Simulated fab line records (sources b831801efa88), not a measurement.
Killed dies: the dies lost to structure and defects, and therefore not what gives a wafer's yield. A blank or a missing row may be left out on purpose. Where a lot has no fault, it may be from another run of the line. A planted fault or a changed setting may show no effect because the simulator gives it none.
Check of tool commonality / flow sky130 / 36 wafers sampled across 12 lots

WHAT PROMPTED THE OPENING
At SKY_VIA1_THK_MEAS_01 the reading VIA1_HDPCVD_THK is flagged on 3 of 12 lots. No-fault wafers: 1037 nm, standard deviation 11.
Rule: a lot is flagged in two cases, either no wafer of it has a number, or all its wafers with numbers fall more than 4 standard deviations from that mean. The other lots count as sound.

lot=L667; measured=day 33 13:48; on=film_metro-03; VIA1_HDPCVD_THK (nm), wafer by wafer=1030 1050 1032; flag=
lot=L668; measured=day 33 16:40; on=film_metro-01; VIA1_HDPCVD_THK (nm), wafer by wafer=1027 1024 1027; flag=
lot=L672; measured=day 34 15:38; on=film_metro-03; VIA1_HDPCVD_THK (nm), wafer by wafer=1043 1033 1030; flag=
lot=L675; measured=day 35 16:11; on=film_metro-01; VIA1_HDPCVD_THK (nm), wafer by wafer=1032 1035 1032; flag=
lot=L678; measured=day 36 22:28; on=film_metro-04; VIA1_HDPCVD_THK (nm), wafer by wafer=2066 2085 2107; flag=FLAGGED
lot=L679; measured=day 37 02:35; on=film_metro-01; VIA1_HDPCVD_THK (nm), wafer by wafer=2071 2089 2100; flag=FLAGGED
lot=L681; measured=day 37 15:56; on=film_metro-03; VIA1_HDPCVD_THK (nm), wafer by wafer=2098 2092 2084; flag=FLAGGED
lot=L685; measured=day 38 17:15; on=film_metro-01; VIA1_HDPCVD_THK (nm), wafer by wafer=1044 1028 1039; flag=
lot=L686; measured=day 39 05:45; on=film_metro-01; VIA1_HDPCVD_THK (nm), wafer by wafer=1030 1020 1015; flag=
lot=L687; measured=day 39 06:08; on=film_metro-04; VIA1_HDPCVD_THK (nm), wafer by wafer=1052 1046 1043; flag=
lot=L690; measured=day 40 09:40; on=film_metro-04; VIA1_HDPCVD_THK (nm), wafer by wafer=1020 1036 1026; flag=
lot=L689; measured=day 40 12:32; on=film_metro-04; VIA1_HDPCVD_THK (nm), wafer by wafer=1029 1031 1021; flag=
On average the flagged lots' numbers are 2088 nm, which is +1051 nm against the usual, or +96 standard deviations.

LOT BY LOT: THE TOOL USED
Before the reading, the record contains 3 process steps out of a 708-step route. Each cell gives the tool, then ch followed by the chambers the sampled wafers passed through, then the start.
lot=L667; flag=; SKY_CONTACT_SPUTTER_23=pvd_sputter-04, day 32 07:41; SKY_METAL1_SPUTTER_01=pvd_sputter-02, day 32 08:21; SKY_VIA1_HDPCVD_00=hdpcvd-02 ch 0,1, day 33 13:41
lot=L668; flag=; SKY_CONTACT_SPUTTER_23=pvd_sputter-03, day 32 10:38; SKY_METAL1_SPUTTER_01=pvd_sputter-02, day 32 11:18; SKY_VIA1_HDPCVD_00=hdpcvd-02 ch 0,2, day 33 16:33
lot=L672; flag=; SKY_CONTACT_SPUTTER_23=pvd_sputter-02, day 33 11:10; SKY_METAL1_SPUTTER_01=pvd_sputter-03, day 33 11:50; SKY_VIA1_HDPCVD_00=hdpcvd-02 ch 1,2, day 34 15:27
lot=L675; flag=; SKY_CONTACT_SPUTTER_23=pvd_sputter-04, day 34 11:44; SKY_METAL1_SPUTTER_01=pvd_sputter-01, day 34 12:25; SKY_VIA1_HDPCVD_00=hdpcvd-01 ch 1,2, day 35 16:03
lot=L678; flag=FLAGGED; SKY_CONTACT_SPUTTER_23=pvd_sputter-02, day 35 18:35; SKY_METAL1_SPUTTER_01=pvd_sputter-01, day 35 19:16; SKY_VIA1_HDPCVD_00=hdpcvd-01 ch 0,1,2, day 36 21:54
lot=L679; flag=FLAGGED; SKY_CONTACT_SPUTTER_23=pvd_sputter-04, day 35 22:36; SKY_METAL1_SPUTTER_01=pvd_sputter-02, day 35 23:17; SKY_VIA1_HDPCVD_00=hdpcvd-01 ch 0,2, day 37 02:12
lot=L681; flag=FLAGGED; SKY_CONTACT_SPUTTER_23=pvd_sputter-04, day 36 11:33; SKY_METAL1_SPUTTER_01=pvd_sputter-02, day 36 12:14; SKY_VIA1_HDPCVD_00=hdpcvd-01 ch 0,1,2, day 37 15:26
lot=L685; flag=; SKY_CONTACT_SPUTTER_23=pvd_sputter-02, day 37 15:01; SKY_METAL1_SPUTTER_01=pvd_sputter-01, day 37 15:41; SKY_VIA1_HDPCVD_00=hdpcvd-01 ch 0,1, day 38 17:08
lot=L686; flag=; SKY_CONTACT_SPUTTER_23=pvd_sputter-03, day 38 02:24; SKY_METAL1_SPUTTER_01=pvd_sputter-01, day 38 03:05; SKY_VIA1_HDPCVD_00=hdpcvd-02 ch 0,2, day 39 05:38
lot=L687; flag=; SKY_CONTACT_SPUTTER_23=pvd_sputter-04, day 38 03:03; SKY_METAL1_SPUTTER_01=pvd_sputter-02, day 38 03:44; SKY_VIA1_HDPCVD_00=hdpcvd-01 ch 0,1,2, day 39 06:02
lot=L690; flag=; SKY_CONTACT_SPUTTER_23=pvd_sputter-02, day 39 06:53; SKY_METAL1_SPUTTER_01=pvd_sputter-03, day 39 07:34; SKY_VIA1_HDPCVD_00=hdpcvd-01 ch 0,1,2, day 40 09:34
lot=L689; flag=; SKY_CONTACT_SPUTTER_23=pvd_sputter-04, day 39 10:01; SKY_METAL1_SPUTTER_01=pvd_sputter-01, day 39 10:42; SKY_VIA1_HDPCVD_00=hdpcvd-01 ch 0,1,2, day 40 12:27
What these steps do:
- SKY_CONTACT_SPUTTER_23: material TiN, target thk 20 nm, time 80 s.
- SKY_METAL1_SPUTTER_01: material TiN, target thk 20 nm, time 16.7 s.
- SKY_VIA1_HDPCVD_00: deposits SiO2, target thk 1030 nm, time 171.7 s.
- SKY_VIA1_THK_MEAS_01

FLAGGED OVER TOTAL, TOOL BY TOOL (the gauges that took the reading come last)
step=SKY_CONTACT_SPUTTER_23; tool=pvd_sputter-02; lots run=4; flagged=1; share of the flagged lots=some; sound lots run after its first flagged lot=2 (L685,L690)
step=SKY_CONTACT_SPUTTER_23; tool=pvd_sputter-03; lots run=2; flagged=0; share of the flagged lots=none; sound lots run after its first flagged lot=-
step=SKY_CONTACT_SPUTTER_23; tool=pvd_sputter-04; lots run=6; flagged=2; share of the flagged lots=some; sound lots run after its first flagged lot=2 (L687,L689)
step=SKY_METAL1_SPUTTER_01; tool=pvd_sputter-01; lots run=5; flagged=1; share of the flagged lots=some; sound lots run after its first flagged lot=3 (L685,L686,L689)
step=SKY_METAL1_SPUTTER_01; tool=pvd_sputter-02; lots run=5; flagged=2; share of the flagged lots=some; sound lots run after its first flagged lot=1 (L687)
step=SKY_METAL1_SPUTTER_01; tool=pvd_sputter-03; lots run=2; flagged=0; share of the flagged lots=none; sound lots run after its first flagged lot=-
step=SKY_VIA1_HDPCVD_00; tool=hdpcvd-01; lots run=8; flagged=3; share of the flagged lots=all; sound lots run after its first flagged lot=4 (L685,L687,L690,L689)
step=SKY_VIA1_HDPCVD_00; tool=hdpcvd-02; lots run=4; flagged=0; share of the flagged lots=none; sound lots run after its first flagged lot=-
step=SKY_VIA1_THK_MEAS_01; tool=film_metro-01; lots run=5; flagged=1; share of the flagged lots=some; sound lots run after its first flagged lot=2 (L685,L686)
step=SKY_VIA1_THK_MEAS_01; tool=film_metro-03; lots run=3; flagged=1; share of the flagged lots=some; sound lots run after its first flagged lot=0
step=SKY_VIA1_THK_MEAS_01; tool=film_metro-04; lots run=4; flagged=1; share of the flagged lots=some; sound lots run after its first flagged lot=3 (L687,L690,L689)

WHAT THE TABLE ALLOWS
All flagged lots share 1 row of the table, namely hdpcvd-01 at SKY_VIA1_HDPCVD_00.
- hdpcvd-01 at SKY_VIA1_HDPCVD_00 ran 8 lots, 3 of them flagged. Sound lots ran on it after the first flagged one (L685, L687, L690, L689), which a lasting fault on the whole tool wouldn't allow.
Every row of the table either missed a flagged lot or ran a sound lot after the first.

WHAT HAD BEEN PUT IN BY THE SIMULATOR
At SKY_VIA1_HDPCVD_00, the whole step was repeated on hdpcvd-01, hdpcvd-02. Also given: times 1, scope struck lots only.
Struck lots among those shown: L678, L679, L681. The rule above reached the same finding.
